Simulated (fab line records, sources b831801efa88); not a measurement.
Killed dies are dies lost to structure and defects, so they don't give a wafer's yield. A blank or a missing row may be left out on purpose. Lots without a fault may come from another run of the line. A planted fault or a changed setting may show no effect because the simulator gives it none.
A struck lot beside a sound one | flow sky130 | 20 steps out of a route of 708
Sound: wafers L513.1, L513.3, L513.5. Struck: wafers L518.3, L518.4, L518.6. The cause comes at the end.
At each step with rows: each side's tool, then ch and its chambers, then its first start. Under that, the readings that differ: sound wafers | struck wafers | difference of the means | sigmas: that difference in standard deviations of wafers without a fault.
alike: readings whose means differ by less than 2 such deviations, and words and numbers that are the same on both sides. not compared: withheld readings, readings that some wafer has no value for, bounds like >300 that may hide the same value, and numbers for which the record gives no deviation and whose values overlap.
The two part at a step that has a row with sigmas, a row that says differs or no value, or rows on one side only. Numbers that don't overlap but have no deviation are shown without sigmas and don't part them. A reading that every wafer of one side lacks parts them only if that side has two wafers or more.

first, 2 steps without rows for these wafers: SKY_GATE_OXIDE_IMPLANT_11; SKY_GATE_OXIDE_WET_ETCH_12 (etches SiO2 in dHF, target depth 16.8 nm, time 336 s).
SKY_GATE_OXIDE_STRIP_13: strips in O2/N2.
  sound on plasma_asher-03 ch 0,1, day 16 05:17; struck on plasma_asher-03 ch 0,1, day 17 20:22
  alike: drypump_motor_current_A, oes_product_au, strip_time_to_endpoint_s
  not compared: rf_hours_counter_h
SKY_GATE_OXIDE_TW_MEAS_14:
  sound on film_metro-01, day 16 05:23; struck on film_metro-01, day 17 20:27
  alike: GATE_OXIDE_TW
then, 3 steps without rows for these wafers: SKY_GATE_OXIDE_CLEAN_15 (cleans in SC1/SC2, time 150 s); SKY_GATE_OXIDE_OXIDATION_16 (stabilise 600 s, purge 300 s, target thk 3.57 nm); SKY_POLY_GATE_CVD_00 (deposits poly-Si, target thk 180 nm, time 720 s).
SKY_POLY_GATE_THK_MEAS_01:
  sound on film_metro-02, day 16 11:37; struck on film_metro-03, day 18 02:04
  alike: POLY_GATE_CVD_00_THK
then, 4 steps without rows for these wafers: SKY_RES_PROTECT_DEHYDRATE_00 (time 60 s); SKY_RES_PROTECT_HMDS_01 (prime time 60 s); SKY_RES_PROTECT_COAT_02 (resist thk 1140 nm); SKY_RES_PROTECT_SOFTBAKE_03 (time 60 s).
SKY_RES_PROTECT_EXPOSE_04: exposes mask RPM, target cd 1270 nm.
  sound on iline_stepper-01 ch 0, day 17 01:40; struck on iline_stepper-02 ch 0, day 18 17:09
  reading | sound             | struck            | difference | sigmas
  mask    | RPM#0 RPM#0 RPM#0 | NTM#0 NTM#0 NTM#0 | differs    |
then, 3 steps without rows for these wafers: SKY_RES_PROTECT_PEB_05; SKY_RES_PROTECT_DEVELOP_06 (develop time 60 s); SKY_POLY_GATE_IMPLANT_02.
SKY_RES_PROTECT_STRIP_07: strips in O2/N2.
  sound on plasma_asher-01 ch 0,1, day 17 16:35; struck on plasma_asher-02 ch 0,1, day 19 08:32
  alike: drypump_motor_current_A, oes_product_au, strip_time_to_endpoint_s
  not compared: rf_hours_counter_h
SKY_RES_PROTECT_TW_MEAS_08:
  sound on film_metro-01, day 17 16:41; struck on film_metro-03, day 19 08:37
  reading      | sound          | struck   | difference | sigmas
  POLY_GATE_TW | 4035 4043 4015 | 30 30 30 | -4001      | -99 or more
then, 1 step without rows for these wafers: SKY_RES_PROTECT_CLEAN_09 (cleans in SC1/SC2, time 150 s).
SKY_PAD_OPEN_PROBE_99:
  the record has rows for the sound wafers here (prober-01, day 47 18:49) and none for the struck ones

WHERE THEY PART
First at SKY_RES_PROTECT_EXPOSE_04; last, within this record, at SKY_PAD_OPEN_PROBE_99.

WHY: what the simulator had put in
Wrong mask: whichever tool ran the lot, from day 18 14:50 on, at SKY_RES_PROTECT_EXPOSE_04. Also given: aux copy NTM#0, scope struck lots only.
